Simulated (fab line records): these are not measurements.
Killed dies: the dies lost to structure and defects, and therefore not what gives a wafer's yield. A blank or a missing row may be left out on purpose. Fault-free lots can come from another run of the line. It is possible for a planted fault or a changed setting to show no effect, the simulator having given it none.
fab line records	flow sky130
record lots=6	wafers=16	lastDay=50
route steps=708 shown SONOS_TUNNEL@166 SONOS_ONO@168
lots that met no fault: taken from a fault-free run of the same line
startH: hours from the record's opening day to when the first of the lot's shown wafers began	waitH: hours since the lot's step before	" the same as in the row above	L1.1+2: several wafers, shown together as one row	- no value, or no start given	* or withheld: withheld	< > ~ a bound
route shown NAME@n: a module of which the file shows steps, and the number in the route of the first	usual: mean and standard deviation over wafers with no fault	same: alike in all rows	chamber/n: place in a boat	sites: readings site by site	_std_site: how widely they spread, as a standard deviation	_edge_site: inner sites' mean taken away from outer sites' mean	radiusMm: for every site, how far away it sits from the centre of the wafer	mask NAME#n: copy n	behind: the tool/chamber that last shaped the wafer	hold: cause of the lot's hold/its duration in hours/its outcome	device: whichever transistor did not switch (one of n, p or np)	end of line: the same wafers' tests at the end of the route	where a step has no rows: the recipe by itself	killed: count of dies lost to structure and defects at first sort (not the wafer's yield)	map: a wafer's dies, x killed, . not, _ none there
set.NAME: the setting the step ran with; set.NAME@STEP: the setting that earlier step ran with	model.NAME: the simulator's own value behind a step, which no gauge read
certain route steps with their lots: each step a table, each wafer a row
services: a tool's chamber out of use, with start hour (startH, from the record's first day; less than 0 if before it), hours out, and reason
## steps
# step SKY_SONOS_TUNNEL_TW_MEAS_12
# usual SONOS_TUNNEL_TW=196.8/1.8
lot.wafer	tool	chamber	startH	waitH	SONOS_TUNNEL_TW
L547.1	filmMetro-04	-	266.00	0.0	197.4
L547.2	"	-	"	"	198.7
L547.3	"	-	"	"	198.3
L549.4	filmMetro-04	-	289.08	0.0	198.8
L549.6	"	-	"	"	199.0
L550.2	filmMetro-02	-	295.90	0.0	198.0
L550.6	"	-	"	"	198.2
L559.1	filmMetro-02	-	371.04	0.0	195.4
L559.4	"	-	"	"	196.6
L559.6	"	-	"	"	195.2
L560.3	filmMetro-03	-	378.63	0.0	194.0
L560.4	"	-	"	"	194.6
L560.6	"	-	"	"	194.2
L565.2	filmMetro-02	-	418.30	0.0	197.9
L565.4	"	-	"	"	197.6
L565.5	"	-	"	"	196.4
# step SKY_SONOS_TUNNEL_CLEAN_13
# recipe chemistry=dHF	timeS=20	dilution=100:1	dry=ipaMarangoni
# step SKY_SONOS_ONO_OXIDATION_00
# recipe tempC=800	ambient=O2	idleTempC=700	rampUpCPerMin=10	rampDownCPerMin=3	stabiliseS=600	purgeS=300	targetThkA=26	oxTimeS=1249
# step SKY_SONOS_ONO_THK_MEAS_01
# recipe reads=SiO2_of_SONOS_ONO_OXIDATION_00
# usual SONOS_ONO_OXIDATION_THK=2.61/0.054
lot.wafer	tool	chamber	startH	waitH	SONOS_ONO_OXIDATION_THK[nm]
L547.1	filmMetro-04	-	268.62	0.0	2.62
L547.2	"	-	"	"	2.63
L547.3	"	-	"	"	2.63
L549.4	filmMetro-03	-	290.93	0.0	2.67
L549.6	"	-	"	"	2.57
L550.2	filmMetro-04	-	298.00	0.0	2.59
L550.6	"	-	"	"	2.62
L559.1	filmMetro-03	-	372.98	0.0	2.61
L559.4	"	-	"	"	2.63
L559.6	"	-	"	"	2.61
L560.3	filmMetro-01	-	380.17	0.0	2.60
L560.4	"	-	"	"	2.56
L560.6	"	-	"	"	2.59
L565.2	filmMetro-01	-	419.72	0.0	2.51
L565.4	"	-	"	"	2.59
L565.5	"	-	"	"	2.53
# step SKY_SONOS_ONO_CVD_02
# recipe material=Si3N4	precursor=DCS/NH3	targetThkNm=10.5	tempC=770	timeS=180	pressureMtorr=250
# step SKY_SONOS_ONO_THK_MEAS_03
# recipe reads=Si3N4_of_SONOS_ONO_CVD_02
# usual SONOS_ONO_CVD_02_THK=10.44/0.14
lot.wafer	tool	chamber	startH	waitH	SONOS_ONO_CVD_02_THK[nm]
L547.1	filmMetro-04	-	270.95	0.0	10.24
L547.2	"	-	"	"	10.16
L547.3	"	-	"	"	10.27
L549.4	filmMetro-03	-	292.91	0.0	10.26
L549.6	"	-	"	"	10.38
L550.2	filmMetro-01	-	319.71	0.0	10.49
L550.6	"	-	"	"	10.57
L559.1	filmMetro-01	-	374.53	0.0	10.13
L559.4	"	-	"	"	10.28
L559.6	"	-	"	"	10.14
L560.3	filmMetro-04	-	381.28	0.0	10.39
L560.4	"	-	"	"	10.34
L560.6	"	-	"	"	10.41
L565.2	filmMetro-04	-	423.03	0.0	10.38
L565.4	"	-	"	"	10.21
L565.5	"	-	"	"	10.34
# step SKY_SONOS_ONO_CVD_04
# recipe material=SiO2	precursor=SiH4/N2O	targetThkNm=5.7199	tempC=900	pressureMtorr=400
# step SKY_SONOS_ONO_THK_MEAS_05
# recipe reads=SiO2_of_SONOS_ONO_CVD_04
# usual SONOS_ONO_CVD_04_THK=5.78/0.11
lot.wafer	tool	chamber	startH	waitH	SONOS_ONO_CVD_04_THK[nm]
L547.1	filmMetro-03	-	272.26	0.0	5.66
L547.2	"	-	"	"	5.66
L547.3	"	-	"	"	5.67
L549.4	filmMetro-04	-	294.22	0.0	5.72
L549.6	"	-	"	"	5.78
L550.2	filmMetro-04	-	321.02	0.0	5.71
L550.6	"	-	"	"	5.80
L559.1	filmMetro-03	-	375.84	0.0	5.73
L559.4	"	-	"	"	5.88
L559.6	"	-	"	"	5.80
L560.3	filmMetro-03	-	382.59	0.0	5.83
L560.4	"	-	"	"	5.91
L560.6	"	-	"	"	5.83
L565.2	filmMetro-03	-	424.96	0.0	5.74
L565.4	"	-	"	"	5.59
L565.5	"	-	"	"	5.70
# step SKY_SONOS_ONO_DEHYDRATE_06
# recipe tempC=200	timeS=60
# step SKY_SONOS_ONO_HMDS_07
# recipe primeTimeS=60	primeTempC=120
# step SKY_SONOS_ONO_COAT_08
# recipe resist=NOVOLAK	spinRpm=3000	resistThkNm=1140
# step SKY_SONOS_ONO_SOFTBAKE_09
# recipe tempC=90	timeS=60	resist=NOVOLAK
# step SKY_SONOS_ONO_EXPOSE_10
# recipe maskId=ONOM	targetCdNm=410	na=0.6	sourceShape=conventional	sigmaOuter=0.6	doseMj=150
# same na=0.6
lot.wafer	tool	chamber	startH	waitH	mask
L547.1+2+3	ilineStepper-01	0	284.22	-	ONOM#0
L549.4+6	ilineStepper-01	0	307.47	-	ONOM#0
L550.2+6	ilineStepper-01	0	334.14	-	ONOM#0
L559.1+4+6	ilineStepper-02	0	390.60	-	ONOM#0
L560.3+4+6	ilineStepper-02	0	396.25	-	ONOM#0
L565.2+4+5	ilineStepper-01	0	440.98	-	ONOM#0
# step SKY_SONOS_ONO_PEB_11
# recipe tempC=withheld	timeS=*	resist=NOVOLAK
# step SKY_SONOS_ONO_DEVELOP_12
# recipe developTimeS=60	devTempC=23
# step SKY_SONOS_ONO_CD_MEAS_13
# recipe targetCdNm=410
# usual cdNm=409.9/2.2
lot.wafer	tool	chamber	startH	waitH	cdNm
L547.1	cdSem-02	-	296.76	0.1	407.0
L547.2	"	-	"	"	405.5
L547.3	"	-	"	"	407.2
L549.4	cdSem-02	-	318.74	0.1	407.6
L549.6	"	-	"	"	313.6
L550.2	cdSem-02	-	348.23	0.1	320.0
L550.6	"	-	"	"	318.2
L559.1	cdSem-01	-	405.02	0.1	409.4
L559.4	"	-	"	"	410.3
L559.6	"	-	"	"	410.4
L560.3	cdSem-02	-	410.75	0.1	410.0
L560.4	"	-	"	"	411.5
L560.6	"	-	"	"	410.5
L565.2	cdSem-01	-	456.00	0.1	412.8
L565.4	"	-	"	"	413.6
L565.5	"	-	"	"	413.6
# step SKY_SONOS_ONO_OVL_MEAS_14
# usual SONOS_ONO_OVL=0.0/1.5
lot.wafer	tool	chamber	startH	waitH	SONOS_ONO_OVL[nm]
L547.1	overlay-01	-	296.88	0.1	1.0
L547.2	"	-	"	"	1.0
L547.3	"	-	"	"	-0.4
L549.4	overlay-02	-	318.82	0.1	1.9
L549.6	"	-	"	"	3.3
L550.2	overlay-01	-	348.33	0.1	-2.1
L550.6	"	-	"	"	-0.8
L559.1	overlay-01	-	405.14	0.1	1.9
L559.4	"	-	"	"	0.1
L559.6	"	-	"	"	0.9
L560.3	overlay-02	-	410.84	0.1	-1.2
L560.4	"	-	"	"	-1.5
L560.6	"	-	"	"	-1.1
L565.2	overlay-02	-	456.11	0.1	-0.4
L565.4	"	-	"	"	0.7
L565.5	"	-	"	"	0.2
# step SKY_SONOS_ONO_ETCH_15
# recipe targetDepthNm=19.52	chemistry=CHF3/O2	sourceW=600	biasW=200	pressureMtorr=40	chf3FlowSccm=50	O2_flow_sccm=5	timeS=7.8
# usual drypumpMotorCurrentA=5.8/0.39	oesProductAu=0.997/0.0082	throttleValvePct=8.824/0.0089
lot.wafer	tool	chamber	startH	waitH	drypumpMotorCurrentA	oesProductAu	rfHoursCounterH	throttleValvePct	model.SONOS_ONO.cdNm
L547.1	rieDiel-04	1	296.91	0.0	5.9	0.998	110	8.824	406.9
L547.2	"	0	"	"	5.8	0.990	114	8.819	405.6
L547.3	"	2	"	"	5.9	1.001	57	8.817	407.3
L549.4	rieDiel-02	1	318.84	0.0	5.3	0.999	76	8.830	407.6
L549.6	"	3	"	"	6.1	0.992	-	8.823	313.7
L550.2	rieDiel-02	3	348.36	0.0	6.1	0.987	92	8.820	320.1
L550.6	"	1	"	"	5.3	0.999	-	8.828	318.1
L559.1	rieDiel-02	3	405.18	0.0	6.1	0.977	93	8.804	409.3
L559.4	"	1	"	"	5.4	0.994	78	8.816	410.2
L559.6	"	0	"	"	5.4	0.991	-	8.825	410.3
L560.3	rieDiel-01	0	410.86	0.0	6.2	0.996	2	8.823	409.7
L560.4	"	3	"	"	6.3	0.979	0	8.817	411.4
L560.6	"	0	"	"	6.2	0.990	-	8.820	410.5
L565.2	rieDiel-01	1	456.14	0.0	5.2	1.010	14	8.838	412.5
L565.4	"	2	"	"	5.4	0.997	45	8.823	413.6
L565.5	"	0	"	"	6.2	1.001	-	8.828	413.7
# step SKY_SONOS_ONO_WET_ETCH_16
# recipe chemistry=dHF	targetDepthNm=14	dry=n2Spin	target=SiO2	dilution=100:1	tempC=25	timeS=280
## services
tool	chamber	startH	hours	kind
rieDiel-01	0	260.54	-	clean
rieDiel-01	0	260.54	17.7	scheduledDown
rieDiel-01	0	260.54	17.7	ventCycle
rieDiel-02	-	276.25	4.0	pm
ilineStepper-02	0	282.42	-	calibration
ilineStepper-01	-	304.35	1.7	pm
rieDiel-02	3	326.88	1.9	repair
rieDiel-02	0	333.45	2.4	repair
rieDiel-01	3	337.34	9.0	repair
ilineStepper-02	-	339.56	1.0	repair
rieDiel-04	0	376.18	-	clean
rieDiel-04	0	376.18	14.9	scheduledDown
ilineStepper-01	-	378.22	2.6	repair
ilineStepper-02	-	380.90	1.7	pm
rieDiel-01	3	390.72	-	clean
rieDiel-01	3	390.72	18.9	scheduledDown
rieDiel-01	3	390.72	18.9	ventCycle
rieDiel-04	1	391.57	15.4	repair
rieDiel-04	3	395.09	4.6	repair
ilineStepper-01	0	402.98	-	calibration
rieDiel-02	2	438.03	-	clean
rieDiel-02	2	438.03	19.7	scheduledDown
rieDiel-02	2	438.03	19.7	ventCycle
rieDiel-04	0	446.31	9.7	repair
## key
firstSign step=SKY_SONOS_ONO_CD_MEAS_13	reading=cdNm	direction=down	sigmas=42	usual=409.9	struck=317.3
effect none on later readings
modelEffect step=SKY_SONOS_ONO_ETCH_15	value=SONOS_ONO.cdNm	without=411	struck=317.3
metAt SKY_SONOS_ONO_EXPOSE_10
struckWafers L549.6,L550.2,L550.6
laterRowsLeftOut L549.6,L550.2,L550.6
sortLeftOut L549.6,L550.2,L550.6
testerLeftOut L549,L550
onsetBetween 284.22 307.47
fault kind=processParameterDrift	tool=ilineStepper-01	chamber=-	onsetH=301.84	steps=SKY_SONOS_ONO_EXPOSE_10	channel=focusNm	offset=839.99	shape=step	endH=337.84	scope=struckWafersOnly
# testerLeftOut: of these lots the tester's yield and bins aren't shown, on N5 and GAA mostly nor the transistor test; their killed dies are dies lost to structure and defects alone, not to doping, threshold or leakage, so they don't give the yield
# sortLeftOut: the simulated sort isn't trusted on such a fault, so these wafers' sort isn't shown, and their yield isn't known
# laterRowsLeftOut: the simulator's readings of these wafers behind a module that went badly wrong aren't trusted and aren't shown, but for the sort
